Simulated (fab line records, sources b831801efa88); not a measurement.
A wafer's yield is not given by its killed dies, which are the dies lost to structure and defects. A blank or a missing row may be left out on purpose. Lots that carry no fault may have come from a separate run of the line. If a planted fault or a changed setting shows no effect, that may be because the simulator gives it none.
One fault seen from 2 desks    flow sky130    every desk sees just its own numbers, and what lay behind them comes last

## THE METROLOGY DESK
What the gauges read for every lot (on any tool): the sampled wafers with a number, averaged. A lot is out of limits, marked OUT, if its mean lies more than 4 standard deviations from the usual mean; the brackets give that distance.
Columns: A = FIELD_ISO_CVD_03_THK at SKY_FIELD_ISO_THK_MEAS_04, usual 164.9 nm; B = NWELL_OXIDATION_THK at SKY_NWELL_THK_MEAS_02, usual 10.00 nm; C = NWELL_RS at SKY_NWELL_RS_MEAS_29, usual 624.9 ohm/sq; D = VT_ADJUST_LVTN_01_OVL at SKY_VT_ADJUST_LVTN_OVL_MEAS_18, usual -0.4 nm
lot   first seen here  A      B      C                D
L531  day 1 21:39      166.1  10.24  624.8            0.1
L534  day 2 10:10      164.3  10.19  624.9            -1.3
L535  day 2 14:40      162.3  10.14  624.8            0.6
L538  day 3 07:13      166.3  10.07  624.7            -0.1
L540  day 3 15:50      164.8  10.12  624.4            -0.2
L543  day 4 07:44      165.0  9.80   599.9 (-14) OUT  -0.1
L544  day 4 12:09      163.7  10.07  600.4 (-14) OUT  -1.0
L546  day 4 22:35      165.6  10.01  602.3 (-13) OUT  -0.8
L548  day 5 09:27      163.4  9.77   625.9            0.1
L550  day 5 17:29      165.2  10.00  625.6            0.7
L551  day 5 23:11      164.0  10.07  624.2            0.8
L552  day 6 04:25      166.3  9.88   626.7            -1.4
L553  day 6 09:34      165.1  9.79   626.6            -1.9
This desk reports L543, L544, L546 out of limits; the earliest was L543 at day 8 13:06 (NWELL_RS at SKY_NWELL_RS_MEAS_29). Within limits: L531, L534, L535, L538, L540, L548, L550, L551, L552, L553.

## DESK OF THE TOOL OWNER: implanter-03
For each lot that ran on this tool, the mean over its sampled wafers that have a number, from the tool's own readings at SKY_NWELL_IMPLANT_11. A lot is out of limits, marked OUT, if its mean lies more than 4 standard deviations from the usual mean; the brackets give that distance.
Columns: A = beam_energy_keV at SKY_NWELL_IMPLANT_11, usual 399.98; B = beam_on_s at SKY_NWELL_IMPLANT_11, usual 10.01 s
lot   first seen here  A                         B
L531  day 4 21:43      400.05                    10.09
L534  day 5 14:31      400.07                    10.09
L543  day 7 16:20      478.03 (+99 or more) OUT  9.89
L544  day 7 21:46      477.91 (+99 or more) OUT  10.02
L546  day 8 10:27      478.01 (+99 or more) OUT  9.97
This desk finds L543, L544, L546 out of limits, L543 being first, at day 7 16:20 (beam_energy_keV at SKY_NWELL_IMPLANT_11). Within limits: L531, L534.

## PUT TOGETHER
The tool owner's desk had the chance to raise an alarm at day 7 16:20 on L543, L544, L546.
L543, L544, L546 would have let the metrology desk raise an alarm at day 8 13:06.
All the named lots went through SKY_NWELL_IMPLANT_11 on implanter-03.

## WHAT THE SIMULATOR HAD INSERTED
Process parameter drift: implanter-03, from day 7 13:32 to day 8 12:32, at SKY_NWELL_IMPLANT_11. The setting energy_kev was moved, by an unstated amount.
Shown lots that were struck: L543, L544, L546.
Counting hours from when the fault started, the first reading out of limits came at 3 for the tool owner's desk and at 24 for the metrology desk.
